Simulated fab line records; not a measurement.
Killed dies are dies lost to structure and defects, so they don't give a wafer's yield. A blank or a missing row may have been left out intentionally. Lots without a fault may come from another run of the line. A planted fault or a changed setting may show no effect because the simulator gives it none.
Which tool did it? -- flow gf180mcu -- 12 lots, 36 wafers sampled, at 5 steps of a route of 602

WHAT THE GAUGES READ, wafer by wafer
GF_STI_THK_MEAS_04. Usual: STI_CVD_03_THK typically reads 207.7 nm, with standard deviation 1.8.
lot,measured,on,STI_CVD_03_THK (nm),flag
L615,day 1 18:34,film-metro-04,205.9 207.4 207.1,
L616,day 1 23:34,film-metro-04,210.9 208.2 208.1,
L620,day 2 19:34,film-metro-02,206.9 206.8 209.0,
L621,day 3 03:59,film-metro-03,410.5 410.9 413.0,OFF
L622,day 3 06:11,film-metro-02,207.6 208.9 209.5,
L623,day 3 12:43,film-metro-04,413.2 414.1 416.6,OFF
L624,day 3 18:18,film-metro-02,412.7 414.9 413.0,OFF
L625,day 3 20:39,film-metro-04,208.8 207.8 206.3,
L626,day 4 02:01,film-metro-02,207.8 209.3 207.1,
L633,day 5 13:33,film-metro-04,209.0 208.0 207.1,
L636,day 6 03:35,film-metro-04,206.3 209.0 207.3,
L637,day 6 09:34,film-metro-02,203.6 203.7 204.8,

GF_MVSD_OVL_MEAS_07. Usual: MVSD_OVL typically reads -0.1 nm, with standard deviation 1.5.
lot,measured,on,MVSD_OVL (nm),flag
L615,day 4 16:59,overlay-02,0.5 -1.5 -0.6,
L616,day 4 21:27,overlay-01,-2.7 -1.1 -1.7,
L620,day 5 19:38,overlay-02,0.1 0.0 1.2,
L622,day 6 09:18,overlay-02,0.0 4.3 1.4,
L625,day 7 04:38,overlay-01,-3.1 -1.8 -0.5,
L626,day 7 08:45,overlay-01,-0.4 -2.6 -0.6,
L633,day 9 01:59,overlay-02,-0.2 1.6 1.1,
L636,day 9 19:00,overlay-02,0.8 1.3 1.4,
L637,day 10 01:28,overlay-01,-1.0 -1.2 -1.6,

GF_VT_IMPLANT_OVL_MEAS_29. Usual: VT_IMPLANT_02_OVL typically reads 0.3 nm, with standard deviation 1.2.
lot,measured,on,VT_IMPLANT_02_OVL (nm),flag
L615,day 7 03:18,overlay-01,0.2 1.3 -2.4,
L616,day 7 09:20,overlay-02,0.3 1.0 1.6,
L620,day 8 09:44,overlay-02,-0.8 -0.6 -1.5,
L622,day 9 02:14,overlay-01,1.4 1.6 2.5,
L625,day 10 00:12,overlay-02,-0.1 -0.5 -1.5,
L626,day 10 05:59,overlay-02,1.3 -0.4 0.1,
L633,day 12 04:30,overlay-01,-0.1 0.2 -1.7,
L636,day 12 23:21,overlay-01,1.0 -1.2 0.4,
L637,day 13 06:20,overlay-02,1.7 1.8 0.7,

TOOL THAT RAN EACH LOT (tool first, then ch and the chambers of the sampled wafers, then the start)
lot,GF_STI_CVD_03,GF_STI_ETCH_13
L615,"lpcvd-02 ch 0, day 1 16:34","rie-diel-03 ch 0,1,3, day 2 06:48"
L616,"lpcvd-02 ch 0, day 1 21:34","rie-diel-04 ch 0,2,3, day 2 11:20"
L620,"lpcvd-01 ch 0, day 2 17:34","rie-diel-03 ch 0,2,3, day 3 08:15"
L621,"lpcvd-02 ch 0, day 2 23:50","rie-diel-01 ch 2,3, day 3 14:41"
L622,"lpcvd-02 ch 0, day 3 04:11","rie-diel-03 ch 0,1,2, day 3 19:33"
L623,"lpcvd-02 ch 0, day 3 08:34 and lpcvd-01 ch 0, day 3 10:44","rie-diel-04 ch 0,2,3, day 4 00:00"
L624,"lpcvd-02 ch 0, day 3 14:01","rie-diel-03 ch 0,1,2, day 4 05:12"
L625,"lpcvd-01 ch 0, day 3 18:40","rie-diel-03 ch 0,1,3, day 4 09:59"
L626,"lpcvd-01 ch 1, day 4 00:01","rie-diel-04 ch 0,2,3, day 4 15:16"
L633,"lpcvd-02 ch 1, day 5 10:34","rie-diel-04 ch 0,2,3, day 6 04:02"
L636,"lpcvd-01 ch 0, day 6 01:34","rie-diel-01 ch 0,1,2, day 6 18:49"
L637,"lpcvd-02 ch 0, day 6 06:34","rie-diel-01 ch 0,1,2, day 7 00:41"
- GF_STI_CVD_03: deposits Si3N4 from DCS/NH3, target thk 207.16 nm, time 3551 s.
- GF_STI_ETCH_13: etches the open film in CHF3/O2, stops on Si, target depth 282.31 nm, time 112.9 s.

AS READ BY THE TOOLS THEMSELVES (means over the sampled wafers that have a number; for cases with no such wafer, the mark the record gives instead)
GF_STI_CVD_03. Usual: pressure-mtorr 250.0 mTorr, standard deviation 0.55.
lot,tool,pressure-mtorr (mTorr),flag
L615,lpcvd-02,250.4,
L616,lpcvd-02,249.5,
L620,lpcvd-01,250.9,
L621,lpcvd-02,250.0,
L622,lpcvd-02,250.2,
L623,lpcvd-02/lpcvd-01,249.8,
L624,lpcvd-02,249.9,
L625,lpcvd-01,249.7,
L626,lpcvd-01,249.4,
L633,lpcvd-02,250.5,
L636,lpcvd-01,250.7,
L637,lpcvd-02,249.9,

GF_STI_ETCH_13. Usual: drypump-motor-current-A 5.6 A, standard deviation 0.48; oes-product-au 0.833 a.u., standard deviation 0.0058; throttle-valve-pct 8.810 %, standard deviation 0.0091.
lot,tool,drypump-motor-current-A (A),oes-product-au (a.u.),throttle-valve-pct (%),flag
L615,rie-diel-03,5.2,0.829,8.810,
L616,rie-diel-04,5.9,0.836,8.815,
L620,rie-diel-03,5.1,0.833,8.810,
L621,rie-diel-01,5.9,0.995,8.853,OFF
L622,rie-diel-03,5.4,0.839,8.800,
L623,rie-diel-04,5.9,0.986,8.866,OFF
L624,rie-diel-03,5.4,0.998,8.857,OFF
L625,rie-diel-03,5.2,0.829,8.812,
L626,rie-diel-04,5.9,0.836,8.811,
L633,rie-diel-04,5.9,0.835,8.811,
L636,rie-diel-01,5.9,0.833,8.814,
L637,rie-diel-01,5.9,0.824,8.814,

THE ANSWER, worked out from the rows above alone
Rule: a lot is off if the mean of its wafers that have a number lies more than 3 standard deviations from the usual mean. Also off: a lot with no number at a reading for which 4 or more lots have one. Where the step has rows for the other lots, those lots are counted as sound. Order of review: gauges by route order, followed by the tools' own readings, for which a lot's mean as printed above is used. The first step at which some lot is off is used, and at that step the reading that is off furthest; a lot without a number counts as furthest.
Off: L621, L623, L624, seen at GF_STI_THK_MEAS_04 (STI_CVD_03_THK).
If a tool, at a process step before that reading, ran all the lots that are off and no sound lot after the first of them, it fits. Not tried: the gauges at GF_STI_THK_MEAS_04; whatever is off there is also off at GF_STI_ETCH_13, on other tools, and gauge error can't account for it. Not one of the candidates tried fits.

WHAT THE SIMULATOR HAD PUT IN
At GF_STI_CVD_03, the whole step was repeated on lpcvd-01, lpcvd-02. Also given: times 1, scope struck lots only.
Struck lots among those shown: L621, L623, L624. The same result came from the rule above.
